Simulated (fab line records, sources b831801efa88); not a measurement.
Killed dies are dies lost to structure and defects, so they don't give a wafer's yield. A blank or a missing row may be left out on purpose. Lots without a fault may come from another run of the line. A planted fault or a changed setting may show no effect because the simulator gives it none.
Split-lot experiment | flow sky130 | 5 lots, 23 wafers read, on a route of 708 steps

THE SPLIT
At SKY_METAL3_DEVELOP_12 (develop time 60 s), the setting dev_temp_c was moved away from the recipe's 21 C on 8 of the 23 wafers read, by -16.4% to +16.8%. The other wafers ran this setting at the recipe's value.

The file shows no step between the split and the reading.

THE READING
METAL3.cd_nm (the simulator's own value, which no gauge read), in nm, at SKY_METAL3_DESCUM_15 (chemistry O2, time 8 s). The file gives no usual value for it. The 15 wafers here that ran the recipe average 301.5 nm, standard deviation 1.5 nm.

wafer  | tool, chamber at the split | dev_temp_c as run, C | against the recipe | METAL3.cd_nm, nm | against lot-mates on the recipe
L074.1 | litho_track-03, 0          | 19.15                | -8.8%              | 304.4            | +3.9
L074.2 | litho_track-03, 0          | 21                   | recipe             | 300.1            | -
L074.3 | litho_track-03, 0          | 19.15                | -8.8%              | 302.1            | +1.6
L074.5 | litho_track-03, 0          | 21                   | recipe             | 300.9            | -
L074.6 | litho_track-03, 0          | 19.15                | -8.8%              | 302.9            | +2.4
L079.2 | litho_track-04, 0          | 21                   | recipe             | 302.7            | -
L079.4 | litho_track-04, 0          | 21                   | recipe             | 301.7            | -
L079.5 | litho_track-04, 0          | 21                   | recipe             | 301.1            | -
L082.1 | litho_track-04, 0          | 21                   | recipe             | 303.4            | -
L082.2 | litho_track-04, 0          | 21                   | recipe             | 302.6            | -
L082.3 | litho_track-04, 0          | 21                   | recipe             | 302.5            | -
L082.4 | litho_track-04, 0          | 21                   | recipe             | 303.8            | -
L082.6 | litho_track-04, 0          | 21                   | recipe             | 303.7            | -
L081.1 | litho_track-04, 0          | 17.56                | -16.4%             | 303.2            | +2.2
L081.2 | litho_track-04, 0          | 17.56                | -16.4%             | 305.1            | +4.1
L081.3 | litho_track-04, 0          | 21                   | recipe             | 300.7            | -
L081.4 | litho_track-04, 0          | 17.56                | -16.4%             | 305              | +4.0
L081.6 | litho_track-04, 0          | 21                   | recipe             | 301.3            | -
L084.1 | litho_track-03, 0          | 21                   | recipe             | 299.8            | -
L084.2 | litho_track-03, 0          | 21                   | recipe             | 298.7            | -
L084.3 | litho_track-03, 0          | 24.53                | +16.8%             | 296.9            | -2.4
L084.4 | litho_track-03, 0          | 21                   | recipe             | 299.5            | -
L084.6 | litho_track-03, 0          | 24.53                | +16.8%             | 296.3            | -3.0

THE FIT
A straight line over all 23 wafers: METAL3.cd_nm changes by -0.226 nm for each +1% of dev_temp_c; r = -0.80; the points scatter about the line by 1.4 nm.
The same after taking each lot's own level away (the mean of its wafers on the recipe; 23 wafers): -0.201 nm for each +1%; r = -0.92; scatter 0.74 nm.
On that fit, the largest move of dev_temp_c shifts the reading by 3.4 nm.
The lots' own levels span 299.33 to 303.20 nm, that is 2.5 times the standard deviation above.
So the lot-to-lot level changes the slope: the two fits differ.
Check: with one of the wafers moved furthest among these (+16.8%) left out of the fit, the line predicts -3.48 nm for it against its lot-mates. It came out at -2.43 nm against them.

OTHER SPLITS ON THESE WAFERS
These wafers also went through other splits before the reading. Each is held against what the fit with the lots' levels taken away leaves over:
other split on the same wafers          | wafers away from the commonest value | r with METAL3.cd_nm (lot level and that fit taken away)
SKY_METAL2_COAT_09 resist_thk_nm        | 9                                    | +0.34
SKY_VIA2_COAT_07 resist_thk_nm          | 10                                   | +0.03
SKY_VIA2_SOFTBAKE_08 temp_c             | 3                                    | -0.05
SKY_VIA2_SPUTTER_20 chamber_pressure_pa | 15                                   | +0.17
SKY_METAL3_SPUTTER_04 power_w           | 7                                    | -0.02
SKY_CAPM_COAT_07 resist_thk_nm          | 10                                   | +0.25

THE FILE'S OWN FIT
METAL3.cd_nm changes by -0.198 nm for each +1% of dev_temp_c, r = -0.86.
